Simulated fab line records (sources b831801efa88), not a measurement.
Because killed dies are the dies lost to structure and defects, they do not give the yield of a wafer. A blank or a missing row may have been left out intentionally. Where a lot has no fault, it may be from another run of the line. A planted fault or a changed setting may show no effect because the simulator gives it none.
The tool behind it: which one? || flow sky130 || 72 wafers from 24 lots sampled at 6 of the route's 708 steps

## WHAT THE GAUGES READ, wafer by wafer
SKY_FIELD_ISO_THK_MEAS_23. Usual: FIELD_ISO_OXIDATION_01_THK 10.12 nm, standard deviation 0.27.
{"lot": "L074", "measured": "day 2 06:46", "on": "film metro-02", "FIELD_ISO_OXIDATION_01_THK (nm)": "10.04 10.21 10.05", "flag": ""}
{"lot": "L075", "measured": "day 2 14:10", "on": "film metro-01", "FIELD_ISO_OXIDATION_01_THK (nm)": "10.12 9.90 10.00", "flag": ""}
{"lot": "L076", "measured": "day 2 16:43", "on": "film metro-01", "FIELD_ISO_OXIDATION_01_THK (nm)": "10.10 9.96 9.95", "flag": ""}
{"lot": "L077", "measured": "day 2 22:31", "on": "film metro-01", "FIELD_ISO_OXIDATION_01_THK (nm)": "10.30 10.18 10.45", "flag": ""}
{"lot": "L078", "measured": "day 3 03:49", "on": "film metro-04", "FIELD_ISO_OXIDATION_01_THK (nm)": "9.91 9.85 9.77", "flag": ""}
{"lot": "L079", "measured": "day 3 14:53", "on": "film metro-01", "FIELD_ISO_OXIDATION_01_THK (nm)": "10.32 10.45 10.34", "flag": ""}
{"lot": "L080", "measured": "day 3 20:21", "on": "film metro-01", "FIELD_ISO_OXIDATION_01_THK (nm)": "10.51 10.51 10.46", "flag": ""}
{"lot": "L081", "measured": "day 3 20:21", "on": "film metro-04", "FIELD_ISO_OXIDATION_01_THK (nm)": "10.25 10.31 10.19", "flag": ""}
{"lot": "L082", "measured": "day 4 00:56", "on": "film metro-02", "FIELD_ISO_OXIDATION_01_THK (nm)": "10.09 9.91 9.83", "flag": ""}
{"lot": "L083", "measured": "day 4 07:41", "on": "film metro-02", "FIELD_ISO_OXIDATION_01_THK (nm)": "10.29 10.28 10.22", "flag": ""}
{"lot": "L084", "measured": "day 4 14:03", "on": "film metro-02", "FIELD_ISO_OXIDATION_01_THK (nm)": "10.26 10.16 10.21", "flag": ""}
{"lot": "L085", "measured": "day 4 20:37", "on": "film metro-04", "FIELD_ISO_OXIDATION_01_THK (nm)": "10.23 10.12 10.11", "flag": ""}
{"lot": "L086", "measured": "day 5 02:30", "on": "film metro-04", "FIELD_ISO_OXIDATION_01_THK (nm)": "10.43 10.34 10.17", "flag": ""}
{"lot": "L087", "measured": "day 5 06:34", "on": "film metro-02", "FIELD_ISO_OXIDATION_01_THK (nm)": "10.01 9.99 9.96", "flag": ""}
{"lot": "L088", "measured": "day 5 12:01", "on": "film metro-02", "FIELD_ISO_OXIDATION_01_THK (nm)": "10.13 10.32 10.14", "flag": ""}
{"lot": "L089", "measured": "day 5 14:35", "on": "film metro-02", "FIELD_ISO_OXIDATION_01_THK (nm)": "10.57 10.51 10.61", "flag": ""}
{"lot": "L090", "measured": "day 5 20:19", "on": "film metro-02", "FIELD_ISO_OXIDATION_01_THK (nm)": "10.29 10.27 10.23", "flag": ""}
{"lot": "L091", "measured": "day 6 02:02", "on": "film metro-01", "FIELD_ISO_OXIDATION_01_THK (nm)": "9.84 9.72 9.64", "flag": ""}
{"lot": "L093", "measured": "day 6 08:34", "on": "film metro-01", "FIELD_ISO_OXIDATION_01_THK (nm)": "10.15 10.09 10.09", "flag": ""}
{"lot": "L092", "measured": "day 6 10:21", "on": "film metro-02", "FIELD_ISO_OXIDATION_01_THK (nm)": "10.38 10.36 10.40", "flag": ""}
{"lot": "L094", "measured": "day 6 15:47", "on": "film metro-02", "FIELD_ISO_OXIDATION_01_THK (nm)": "10.21 10.24 10.14", "flag": ""}
{"lot": "L095", "measured": "day 6 22:34", "on": "film metro-02", "FIELD_ISO_OXIDATION_01_THK (nm)": "9.60 9.51 9.57", "flag": ""}
{"lot": "L096", "measured": "day 7 02:04", "on": "film metro-02", "FIELD_ISO_OXIDATION_01_THK (nm)": "10.02 10.22 10.01", "flag": ""}
{"lot": "L097", "measured": "day 7 06:11", "on": "film metro-01", "FIELD_ISO_OXIDATION_01_THK (nm)": "9.40 9.55 9.34", "flag": ""}

SKY_NWELL_THK_MEAS_02. Usual: NWELL_OXIDATION_THK 9.99 nm, standard deviation 0.2.
{"lot": "L074", "measured": "day 2 15:33", "on": "film metro-04", "NWELL_OXIDATION_THK (nm)": "9.95 9.96 9.99", "flag": ""}
{"lot": "L075", "measured": "day 2 21:03", "on": "film metro-03", "NWELL_OXIDATION_THK (nm)": "10.05 9.96 10.10", "flag": ""}
{"lot": "L076", "measured": "day 2 23:54", "on": "film metro-04", "NWELL_OXIDATION_THK (nm)": "9.88 10.02 10.01", "flag": ""}
{"lot": "L077", "measured": "day 3 05:02", "on": "film metro-01", "NWELL_OXIDATION_THK (nm)": "10.23 10.10 10.16", "flag": ""}
{"lot": "L078", "measured": "day 3 12:11", "on": "film metro-03", "NWELL_OXIDATION_THK (nm)": "10.15 10.24 10.20", "flag": ""}
{"lot": "L079", "measured": "day 4 02:07", "on": "film metro-01", "NWELL_OXIDATION_THK (nm)": "9.96 9.98 10.16", "flag": ""}
{"lot": "L080", "measured": "day 4 05:01", "on": "film metro-01", "NWELL_OXIDATION_THK (nm)": "10.11 10.17 10.19", "flag": ""}
{"lot": "L081", "measured": "day 4 05:01", "on": "film metro-04", "NWELL_OXIDATION_THK (nm)": "10.19 10.20 10.11", "flag": ""}
{"lot": "L082", "measured": "day 4 06:47", "on": "film metro-04", "NWELL_OXIDATION_THK (nm)": "9.99 9.98 10.09", "flag": ""}
{"lot": "L083", "measured": "day 4 11:44", "on": "film metro-04", "NWELL_OXIDATION_THK (nm)": "9.75 9.93 9.81", "flag": ""}
{"lot": "L084", "measured": "day 4 19:29", "on": "film metro-03", "NWELL_OXIDATION_THK (nm)": "9.73 9.56 9.72", "flag": ""}
{"lot": "L085", "measured": "day 5 05:24", "on": "film metro-01", "NWELL_OXIDATION_THK (nm)": "9.89 10.13 10.14", "flag": ""}
{"lot": "L086", "measured": "day 5 13:47", "on": "film metro-01", "NWELL_OXIDATION_THK (nm)": "9.79 9.89 9.99", "flag": ""}
{"lot": "L087", "measured": "day 5 13:43", "on": "film metro-03", "NWELL_OXIDATION_THK (nm)": "9.96 10.07 9.84", "flag": ""}
{"lot": "L088", "measured": "day 5 19:13", "on": "film metro-03", "NWELL_OXIDATION_THK (nm)": "9.92 10.02 9.90", "flag": ""}
{"lot": "L089", "measured": "day 6 00:34", "on": "film metro-03", "NWELL_OXIDATION_THK (nm)": "10.20 10.22 10.18", "flag": ""}
{"lot": "L090", "measured": "day 6 03:27", "on": "film metro-03", "NWELL_OXIDATION_THK (nm)": "9.88 9.77 9.78", "flag": ""}
{"lot": "L091", "measured": "day 6 07:50", "on": "film metro-03", "NWELL_OXIDATION_THK (nm)": "10.22 10.33 10.18", "flag": ""}
{"lot": "L093", "measured": "day 6 15:44", "on": "film metro-01", "NWELL_OXIDATION_THK (nm)": "9.49 9.60 9.64", "flag": ""}
{"lot": "L092", "measured": "day 6 17:11", "on": "film metro-01", "NWELL_OXIDATION_THK (nm)": "10.22 10.30 10.34", "flag": ""}
{"lot": "L094", "measured": "day 6 21:23", "on": "film metro-01", "NWELL_OXIDATION_THK (nm)": "9.87 9.81 9.84", "flag": ""}
{"lot": "L095", "measured": "day 7 03:27", "on": "film metro-04", "NWELL_OXIDATION_THK (nm)": "10.06 10.21 10.05", "flag": ""}
{"lot": "L096", "measured": "day 7 07:36", "on": "film metro-04", "NWELL_OXIDATION_THK (nm)": "9.63 9.55 9.52", "flag": ""}
{"lot": "L097", "measured": "day 7 12:06", "on": "film metro-04", "NWELL_OXIDATION_THK (nm)": "10.07 10.17 10.15", "flag": ""}

SKY_VT_ADJUST_HVTP_CD_MEAS_07: target cd 380 nm. Usual: 379.9 nm for cd nm, sd 2.3.
{"lot": "L074", "measured": "day 6 02:34", "on": "cd sem-02", "cd nm (nm)": "378.2 379.1 377.0", "flag": ""}
{"lot": "L075", "measured": "day 6 10:35", "on": "cd sem-02", "cd nm (nm)": "380.2 379.3 379.1", "flag": ""}
{"lot": "L076", "measured": "day 6 14:30", "on": "cd sem-01", "cd nm (nm)": "379.3 380.9 379.7", "flag": ""}
{"lot": "L077", "measured": "day 6 18:37", "on": "cd sem-02", "cd nm (nm)": "382.2 382.9 383.9", "flag": ""}
{"lot": "L078", "measured": "day 7 04:25", "on": "cd sem-01", "cd nm (nm)": "379.5 381.4 380.9", "flag": ""}
{"lot": "L079", "measured": "day 7 21:37", "on": "cd sem-01", "cd nm (nm)": "379.9 377.7 376.8", "flag": ""}
{"lot": "L080", "measured": "day 8 02:15", "on": "cd sem-01", "cd nm (nm)": "381.0 377.7 378.5", "flag": ""}
{"lot": "L081", "measured": "day 8 01:57", "on": "cd sem-01", "cd nm (nm)": "386.8 381.7 383.6", "flag": ""}
{"lot": "L082", "measured": "day 8 04:19", "on": "cd sem-01", "cd nm (nm)": "378.0 378.6 376.8", "flag": ""}
{"lot": "L083", "measured": "day 8 10:31", "on": "cd sem-02", "cd nm (nm)": "377.6 378.3 379.0", "flag": ""}
{"lot": "L084", "measured": "day 8 18:20", "on": "cd sem-02", "cd nm (nm)": "382.7 380.2 383.8", "flag": ""}
{"lot": "L085", "measured": "day 9 07:45", "on": "cd sem-01", "cd nm (nm)": "378.6 381.3 381.9", "flag": ""}
{"lot": "L086", "measured": "day 9 17:47", "on": "cd sem-01", "cd nm (nm)": "380.5 381.9 381.0", "flag": ""}
{"lot": "L087", "measured": "day 9 17:25", "on": "cd sem-02", "cd nm (nm)": "379.8 375.1 375.2", "flag": ""}
{"lot": "L088", "measured": "day 10 00:22", "on": "cd sem-02", "cd nm (nm)": "380.5 378.5 381.2", "flag": ""}
{"lot": "L089", "measured": "day 10 08:37", "on": "cd sem-01", "cd nm (nm)": "373.8 376.8 375.1", "flag": ""}
{"lot": "L090", "measured": "day 10 11:52", "on": "cd sem-02", "cd nm (nm)": "380.2 379.0 381.5", "flag": ""}
{"lot": "L091", "measured": "day 10 16:25", "on": "cd sem-01", "cd nm (nm)": "379.4 382.3 381.2", "flag": ""}
{"lot": "L093", "measured": "day 11 01:59", "on": "cd sem-01", "cd nm (nm)": "379.3 379.8 381.1", "flag": ""}
{"lot": "L092", "measured": "day 11 03:10", "on": "cd sem-01", "cd nm (nm)": "379.9 378.6 380.3", "flag": ""}
{"lot": "L094", "measured": "day 11 09:43", "on": "cd sem-01", "cd nm (nm)": "377.2 378.1 376.0", "flag": ""}
{"lot": "L095", "measured": "day 11 17:23", "on": "cd sem-01", "cd nm (nm)": "381.3 380.4 383.0", "flag": ""}
{"lot": "L096", "measured": "day 11 20:29", "on": "cd sem-01", "cd nm (nm)": "379.0 379.8 377.7", "flag": ""}
{"lot": "L097", "measured": "day 12 03:28", "on": "cd sem-02", "cd nm (nm)": "383.9 382.2 382.7", "flag": ""}

SKY_SONOS_ONO_CD_MEAS_13: target cd 410 nm. Usual: 409.7 nm for cd nm, sd 1.8.
{"lot": "L074", "measured": "day 12 15:52", "on": "cd sem-01", "cd nm (nm)": "408.4 410.0 411.9", "flag": ""}
{"lot": "L075", "measured": "day 12 23:59", "on": "cd sem-02", "cd nm (nm)": "412.9 411.3 412.5", "flag": ""}
{"lot": "L076", "measured": "day 13 05:09", "on": "cd sem-01", "cd nm (nm)": "409.5 406.7 408.2", "flag": ""}
{"lot": "L077", "measured": "day 13 13:25", "on": "cd sem-01", "cd nm (nm)": "411.6 410.2 410.1", "flag": ""}
{"lot": "L078", "measured": "day 14 02:49", "on": "cd sem-01", "cd nm (nm)": "411.7 408.9 408.1", "flag": ""}
{"lot": "L079", "measured": "day 15 02:13", "on": "cd sem-01", "cd nm (nm)": "412.4 411.4 413.9", "flag": ""}
{"lot": "L080", "measured": "day 15 06:25", "on": "cd sem-02", "cd nm (nm)": "410.2 410.7 409.3", "flag": ""}
{"lot": "L081", "measured": "day 15 06:17", "on": "cd sem-01", "cd nm (nm)": "406.7 404.9 408.5", "flag": ""}
{"lot": "L082", "measured": "day 15 12:55", "on": "cd sem-01", "cd nm (nm)": "408.6 405.9 407.5", "flag": ""}
{"lot": "L083", "measured": "day 15 19:28", "on": "cd sem-02", "cd nm (nm)": "407.6 408.8 408.8", "flag": ""}
{"lot": "L084", "measured": "day 16 05:11", "on": "cd sem-02", "cd nm (nm)": "408.1 406.8 407.5", "flag": ""}
{"lot": "L085", "measured": "day 16 23:19", "on": "cd sem-01", "cd nm (nm)": "409.2 410.0 408.4", "flag": ""}
{"lot": "L086", "measured": "day 17 14:26", "on": "cd sem-01", "cd nm (nm)": "408.8 409.1 409.7", "flag": ""}
{"lot": "L087", "measured": "day 17 08:36", "on": "cd sem-02", "cd nm (nm)": "410.4 408.9 408.6", "flag": ""}
{"lot": "L088", "measured": "day 17 21:31", "on": "cd sem-02", "cd nm (nm)": "410.9 410.1 409.7", "flag": ""}
{"lot": "L089", "measured": "day 18 08:57", "on": "cd sem-01", "cd nm (nm)": "412.1 411.8 412.5", "flag": ""}
{"lot": "L090", "measured": "day 18 13:31", "on": "cd sem-02", "cd nm (nm)": "407.7 410.7 408.8", "flag": ""}
{"lot": "L091", "measured": "day 18 18:22", "on": "cd sem-01", "cd nm (nm)": "407.2 408.9 410.1", "flag": ""}
{"lot": "L093", "measured": "day 19 01:58", "on": "cd sem-01", "cd nm (nm)": "410.6 410.3 412.5", "flag": ""}
{"lot": "L092", "measured": "day 19 05:39", "on": "cd sem-02", "cd nm (nm)": "408.7 408.2 407.7", "flag": ""}
{"lot": "L094", "measured": "day 19 10:42", "on": "cd sem-02", "cd nm (nm)": "409.3 411.0 408.7", "flag": ""}
{"lot": "L095", "measured": "day 20 00:26", "on": "cd sem-01", "cd nm (nm)": "410.3 408.2 409.7", "flag": ""}
{"lot": "L096", "measured": "day 20 02:38", "on": "cd sem-02", "cd nm (nm)": "411.5 410.8 412.1", "flag": ""}
{"lot": "L097", "measured": "day 20 15:01", "on": "cd sem-01", "cd nm (nm)": "409.5 409.0 410.9", "flag": ""}

SKY_POLY_GATE_OVL_MEAS_14. Usual: POLY_GATE_OVL -1 nm, standard deviation 6.
{"lot": "L074", "measured": "day 16 13:50", "on": "overlay-02", "POLY_GATE_OVL (nm)": "-1 -1 1", "flag": ""}
{"lot": "L075", "measured": "day 16 20:35", "on": "overlay-01", "POLY_GATE_OVL (nm)": "-5 -4 -10", "flag": ""}
{"lot": "L076", "measured": "day 17 09:41", "on": "overlay-02", "POLY_GATE_OVL (nm)": "-11 -2 1", "flag": ""}
{"lot": "L077", "measured": "day 17 10:01", "on": "overlay-01", "POLY_GATE_OVL (nm)": "-11 -11 -7", "flag": ""}
{"lot": "L078", "measured": "day 18 05:44", "on": "overlay-02", "POLY_GATE_OVL (nm)": "3 -4 -4", "flag": ""}
{"lot": "L079", "measured": "day 19 00:34", "on": "overlay-01", "POLY_GATE_OVL (nm)": "3 8 6", "flag": ""}
{"lot": "L080", "measured": "day 19 06:08", "on": "overlay-01", "POLY_GATE_OVL (nm)": "3 7 -2", "flag": ""}
{"lot": "L081", "measured": "day 19 06:29", "on": "overlay-01", "POLY_GATE_OVL (nm)": "4 8 6", "flag": ""}
{"lot": "L082", "measured": "day 19 12:07", "on": "overlay-02", "POLY_GATE_OVL (nm)": "-3 -9 -2", "flag": ""}
{"lot": "L083", "measured": "day 19 20:35", "on": "overlay-02", "POLY_GATE_OVL (nm)": "1 0 10", "flag": ""}
{"lot": "L084", "measured": "day 20 11:11", "on": "overlay-02", "POLY_GATE_OVL (nm)": "-4 -3 -10", "flag": ""}
{"lot": "L085", "measured": "day 21 00:29", "on": "overlay-01", "POLY_GATE_OVL (nm)": "1 0 6", "flag": ""}
{"lot": "L086", "measured": "day 21 21:20", "on": "overlay-02", "POLY_GATE_OVL (nm)": "-11 -6 -11", "flag": ""}
{"lot": "L087", "measured": "day 21 11:52", "on": "overlay-02", "POLY_GATE_OVL (nm)": "-3 -3 3", "flag": ""}
{"lot": "L088", "measured": "day 22 05:08", "on": "overlay-01", "POLY_GATE_OVL (nm)": "4 -4 0", "flag": ""}
{"lot": "L089", "measured": "day 22 17:38", "on": "overlay-01", "POLY_GATE_OVL (nm)": "1 7 2", "flag": ""}
{"lot": "L090", "measured": "day 22 16:29", "on": "overlay-02", "POLY_GATE_OVL (nm)": "0 -6 1", "flag": ""}
{"lot": "L091", "measured": "day 22 22:35", "on": "overlay-02", "POLY_GATE_OVL (nm)": "4 -2 2", "flag": ""}
{"lot": "L093", "measured": "day 23 09:38", "on": "overlay-01", "POLY_GATE_OVL (nm)": "0 3 -7", "flag": ""}
{"lot": "L092", "measured": "day 23 11:07", "on": "overlay-01", "POLY_GATE_OVL (nm)": "8 -2 -8", "flag": ""}
{"lot": "L094", "measured": "day 23 17:28", "on": "overlay-01", "POLY_GATE_OVL (nm)": "-11 -10 -7", "flag": ""}
{"lot": "L095", "measured": "day 24 07:14", "on": "overlay-02", "POLY_GATE_OVL (nm)": "5 1 3", "flag": ""}
{"lot": "L096", "measured": "day 24 06:17", "on": "overlay-01", "POLY_GATE_OVL (nm)": "-10 -12 -8", "flag": ""}
{"lot": "L097", "measured": "day 24 17:17", "on": "overlay-02", "POLY_GATE_OVL (nm)": "-10 0 -2", "flag": ""}

## WHAT TOOL EACH LOT RAN ON (gives the tool, then ch and the chambers of the sampled wafers, and finally the start)
{"lot": "L074", "SKY_VT_ADJUST_LVTN_STRIP_20": "plasma asher-02 ch 0,1, day 7 17:36"}
{"lot": "L075", "SKY_VT_ADJUST_LVTN_STRIP_20": "plasma asher-04 ch 0,1, day 8 01:27"}
{"lot": "L076", "SKY_VT_ADJUST_LVTN_STRIP_20": "plasma asher-02 ch 0,1, day 8 06:24"}
{"lot": "L077", "SKY_VT_ADJUST_LVTN_STRIP_20": "plasma asher-04 ch 0,1, day 8 11:06"}
{"lot": "L078", "SKY_VT_ADJUST_LVTN_STRIP_20": "plasma asher-02 ch 0,1, day 8 21:42"}
{"lot": "L079", "SKY_VT_ADJUST_LVTN_STRIP_20": "plasma asher-04 ch 0,1, day 9 16:08"}
{"lot": "L080", "SKY_VT_ADJUST_LVTN_STRIP_20": "plasma asher-01 ch 0,1, day 9 21:44"}
{"lot": "L081", "SKY_VT_ADJUST_LVTN_STRIP_20": "plasma asher-04 ch 0,1, day 9 21:26"}
{"lot": "L082", "SKY_VT_ADJUST_LVTN_STRIP_20": "plasma asher-01 ch 0,1, day 10 00:14"}
{"lot": "L083", "SKY_VT_ADJUST_LVTN_STRIP_20": "plasma asher-01 ch 0,1, day 10 07:09"}
{"lot": "L084", "SKY_VT_ADJUST_LVTN_STRIP_20": "plasma asher-02 ch 0,1, day 10 15:24"}
{"lot": "L085", "SKY_VT_ADJUST_LVTN_STRIP_20": "plasma asher-01 ch 0,1, day 11 05:12"}
{"lot": "L086", "SKY_VT_ADJUST_LVTN_STRIP_20": "plasma asher-02 ch 1, day 11 15:44"}
{"lot": "L087", "SKY_VT_ADJUST_LVTN_STRIP_20": "plasma asher-01 ch 0,1, day 11 14:47"}
{"lot": "L088", "SKY_VT_ADJUST_LVTN_STRIP_20": "plasma asher-01 ch 0,1, day 11 22:54"}
{"lot": "L089", "SKY_VT_ADJUST_LVTN_STRIP_20": "plasma asher-02 ch 0,1, day 12 07:18"}
{"lot": "L090", "SKY_VT_ADJUST_LVTN_STRIP_20": "plasma asher-04 ch 0,1, day 12 11:21"}
{"lot": "L091", "SKY_VT_ADJUST_LVTN_STRIP_20": "plasma asher-02 ch 0,1, day 12 16:50"}
{"lot": "L093", "SKY_VT_ADJUST_LVTN_STRIP_20": "plasma asher-01 ch 0,1, day 13 02:58"}
{"lot": "L092", "SKY_VT_ADJUST_LVTN_STRIP_20": "plasma asher-01 ch 0,1, day 13 05:02"}
{"lot": "L094", "SKY_VT_ADJUST_LVTN_STRIP_20": "plasma asher-01 ch 0,1, day 13 11:06"}
{"lot": "L095", "SKY_VT_ADJUST_LVTN_STRIP_20": "plasma asher-01 ch 0,1, day 13 19:57"}
{"lot": "L096", "SKY_VT_ADJUST_LVTN_STRIP_20": "plasma asher-04 ch 0,1, day 13 22:59"}
{"lot": "L097", "SKY_VT_ADJUST_LVTN_STRIP_20": "plasma asher-04 ch 0,1, day 14 05:36"}
- SKY_VT_ADJUST_LVTN_STRIP_20: strips in O2/N2.

## WHAT THE TOOLS THEMSELVES READ (means of the sampled wafers that have a number; where no wafer has one, the mark that the record gives instead)
SKY_VT_ADJUST_LVTN_STRIP_20. Usual: chamber pressure mTorr 1500.0 mTorr, standard deviation 1.5; drypump motor current A 5.5 A, standard deviation 0.36; oes product au 0.716 a.u., standard deviation 0.004; strip time to endpoint s 14.17 s, standard deviation 0.042.
{"lot": "L074", "tool": "plasma asher-02", "chamber pressure mTorr (mTorr)": 1500.0, "drypump motor current A (A)": 5.8, "oes product au (a.u.)": 0.717, "strip time to endpoint s (s)": 14.18, "flag": ""}
{"lot": "L075", "tool": "plasma asher-04", "chamber pressure mTorr (mTorr)": 1498.1, "drypump motor current A (A)": 5.9, "oes product au (a.u.)": 0.721, "strip time to endpoint s (s)": 14.21, "flag": ""}
{"lot": "L076", "tool": "plasma asher-02", "chamber pressure mTorr (mTorr)": 1499.2, "drypump motor current A (A)": 5.8, "oes product au (a.u.)": 0.713, "strip time to endpoint s (s)": 14.18, "flag": ""}
{"lot": "L077", "tool": "plasma asher-04", "chamber pressure mTorr (mTorr)": 1499.7, "drypump motor current A (A)": 5.9, "oes product au (a.u.)": 0.714, "strip time to endpoint s (s)": 14.17, "flag": ""}
{"lot": "L078", "tool": "plasma asher-02", "chamber pressure mTorr (mTorr)": 1501.3, "drypump motor current A (A)": 5.8, "oes product au (a.u.)": 0.713, "strip time to endpoint s (s)": 14.23, "flag": ""}
{"lot": "L079", "tool": "plasma asher-04", "chamber pressure mTorr (mTorr)": 1499.3, "drypump motor current A (A)": 5.9, "oes product au (a.u.)": 0.716, "strip time to endpoint s (s)": 14.21, "flag": ""}
{"lot": "L080", "tool": "plasma asher-01", "chamber pressure mTorr (mTorr)": 1500.5, "drypump motor current A (A)": 5.2, "oes product au (a.u.)": 0.716, "strip time to endpoint s (s)": 14.20, "flag": ""}
{"lot": "L081", "tool": "plasma asher-04", "chamber pressure mTorr (mTorr)": 1501.2, "drypump motor current A (A)": 5.9, "oes product au (a.u.)": 0.715, "strip time to endpoint s (s)": 14.17, "flag": ""}
{"lot": "L082", "tool": "plasma asher-01", "chamber pressure mTorr (mTorr)": 1499.8, "drypump motor current A (A)": 5.1, "oes product au (a.u.)": 0.719, "strip time to endpoint s (s)": 14.15, "flag": ""}
{"lot": "L083", "tool": "plasma asher-01", "chamber pressure mTorr (mTorr)": 1498.9, "drypump motor current A (A)": 5.2, "oes product au (a.u.)": 0.710, "strip time to endpoint s (s)": 14.17, "flag": ""}
{"lot": "L084", "tool": "plasma asher-02", "chamber pressure mTorr (mTorr)": 1500.8, "drypump motor current A (A)": 5.8, "oes product au (a.u.)": 0.717, "strip time to endpoint s (s)": 14.17, "flag": ""}
{"lot": "L085", "tool": "plasma asher-01", "chamber pressure mTorr (mTorr)": 1499.8, "drypump motor current A (A)": 5.3, "oes product au (a.u.)": 0.715, "strip time to endpoint s (s)": 14.09, "flag": ""}
{"lot": "L086", "tool": "plasma asher-02", "chamber pressure mTorr (mTorr)": 1499.8, "drypump motor current A (A)": 5.8, "oes product au (a.u.)": 0.720, "strip time to endpoint s (s)": 14.25, "flag": ""}
{"lot": "L087", "tool": "plasma asher-01", "chamber pressure mTorr (mTorr)": 1499.7, "drypump motor current A (A)": 5.1, "oes product au (a.u.)": 0.717, "strip time to endpoint s (s)": 14.15, "flag": ""}
{"lot": "L088", "tool": "plasma asher-01", "chamber pressure mTorr (mTorr)": 1500.3, "drypump motor current A (A)": 5.1, "oes product au (a.u.)": 0.718, "strip time to endpoint s (s)": 14.20, "flag": ""}
{"lot": "L089", "tool": "plasma asher-02", "chamber pressure mTorr (mTorr)": 1499.1, "drypump motor current A (A)": 5.8, "oes product au (a.u.)": 0.718, "strip time to endpoint s (s)": 14.19, "flag": ""}
{"lot": "L090", "tool": "plasma asher-04", "chamber pressure mTorr (mTorr)": 1501.1, "drypump motor current A (A)": 5.7, "oes product au (a.u.)": 0.720, "strip time to endpoint s (s)": 14.12, "flag": ""}
{"lot": "L091", "tool": "plasma asher-02", "chamber pressure mTorr (mTorr)": 1499.0, "drypump motor current A (A)": 5.8, "oes product au (a.u.)": 0.713, "strip time to endpoint s (s)": 14.17, "flag": ""}
{"lot": "L093", "tool": "plasma asher-01", "chamber pressure mTorr (mTorr)": 1500.8, "drypump motor current A (A)": 5.1, "oes product au (a.u.)": 0.712, "strip time to endpoint s (s)": 14.17, "flag": ""}
{"lot": "L092", "tool": "plasma asher-01", "chamber pressure mTorr (mTorr)": 1498.6, "drypump motor current A (A)": 5.1, "oes product au (a.u.)": 0.714, "strip time to endpoint s (s)": 14.24, "flag": ""}
{"lot": "L094", "tool": "plasma asher-01", "chamber pressure mTorr (mTorr)": 1500.3, "drypump motor current A (A)": 5.1, "oes product au (a.u.)": 0.713, "strip time to endpoint s (s)": 14.18, "flag": ""}
{"lot": "L095", "tool": "plasma asher-01", "chamber pressure mTorr (mTorr)": 1501.8, "drypump motor current A (A)": 5.2, "oes product au (a.u.)": 0.717, "strip time to endpoint s (s)": 14.18, "flag": ""}
{"lot": "L096", "tool": "plasma asher-04", "chamber pressure mTorr (mTorr)": 1500.7, "drypump motor current A (A)": 5.9, "oes product au (a.u.)": 0.717, "strip time to endpoint s (s)": 14.11, "flag": ""}
{"lot": "L097", "tool": "plasma asher-04", "chamber pressure mTorr (mTorr)": 1500.1, "drypump motor current A (A)": 5.7, "oes product au (a.u.)": 0.712, "strip time to endpoint s (s)": 14.19, "flag": ""}

## THE ANSWER, worked out from the rows above alone
Rule: a lot counts as off when the mean over its wafers that have a number is more than 3 standard deviations away from the usual mean. A lot without any number at a reading at which 4 lots or more have one is off too. Where the step has rows for the other lots, those lots are counted as sound. After the gauges, taken in route order, come the tools' own readings; for these a lot's mean is taken, as printed above. The first step at which some lot is off is used, and at that step the reading that is off furthest; a lot without a number counts as furthest.
Nothing can be told from this: no lot is off at any reading shown.

## WHAT THE SIMULATOR PUT IN
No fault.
